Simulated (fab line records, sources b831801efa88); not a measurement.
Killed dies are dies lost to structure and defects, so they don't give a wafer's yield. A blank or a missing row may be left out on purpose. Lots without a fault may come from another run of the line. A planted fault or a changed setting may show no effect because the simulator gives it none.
Chamber matching | flow sky130 | SKY_VIA3_CMP_24 on cmp-02: 4 sister chambers
The step polishes, stops on SiO2, t overpolish 20 s, target thk 0 nm. 8 wafers are shown with their chamber, then 9 later ones without.

WAFERS WITH THEIR CHAMBER
wafer  | chamber | motor_current_A (A) | time_to_endpoint_s (s)
L476.6 | 3       | 11.5                | 99
L480.2 | 2       | 10.8                | 93
L481.1 | 2       | 11.3                | 87
L484.5 | 1       | 8.5                 | 96
L484.6 | 0       | 11.5                | 94
L485.1 | 3       | 11.4                | 100
L485.3 | 1       | 8.4                 | 94
L485.5 | 0       | 10.9                | 92

WAFERS WITHOUT THEIR CHAMBER
wafer  | motor_current_A (A) | time_to_endpoint_s (s)
L487.2 | 11.5                | 91
L487.3 | 11.7                | 95
L487.5 | 8.8                 | 93
L488.2 | 11.7                | 94
L488.5 | 11.6                | 93
L488.6 | 8.6                 | 94
L490.2 | 11.4                | 101
L490.3 | 11.2                | 94
L490.6 | 8.6                 | 97

WHICH CHAMBER EACH WENT THROUGH
wafer  | from the rows above          | in truth
L487.2 | can't be placed: 0 or 2      | 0
L487.3 | can't be placed: 0 or 3 or 2 | 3
L487.5 | 1                            | 1
L488.2 | can't be placed: 0 or 3 or 2 | 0
L488.5 | can't be placed: 0 or 2 or 3 | 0
L488.6 | 1                            | 1
L490.2 | 3                            | 3
L490.3 | can't be placed: 0 or 2      | 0
L490.6 | 1                            | 1
Placed correctly: 4 of 9. Can't be placed from these rows: 5 (the true chamber is among the candidates in 5). Placed wrongly: 0.
How it was worked out, from the rows above alone: a wafer's distance from a chamber is the root of the sum, over the readings, of the square of ((its reading less the chamber's mean) divided by the reading's scatter). The wafer belongs to the nearest chamber; if the next one is less than 2 further off, it can't be placed. A chamber's mean is the mean of its shown wafers. The scatter: the root of (the sum of the squares of (reading less its chamber's mean) over the shown wafers, divided by (wafers less chambers)).
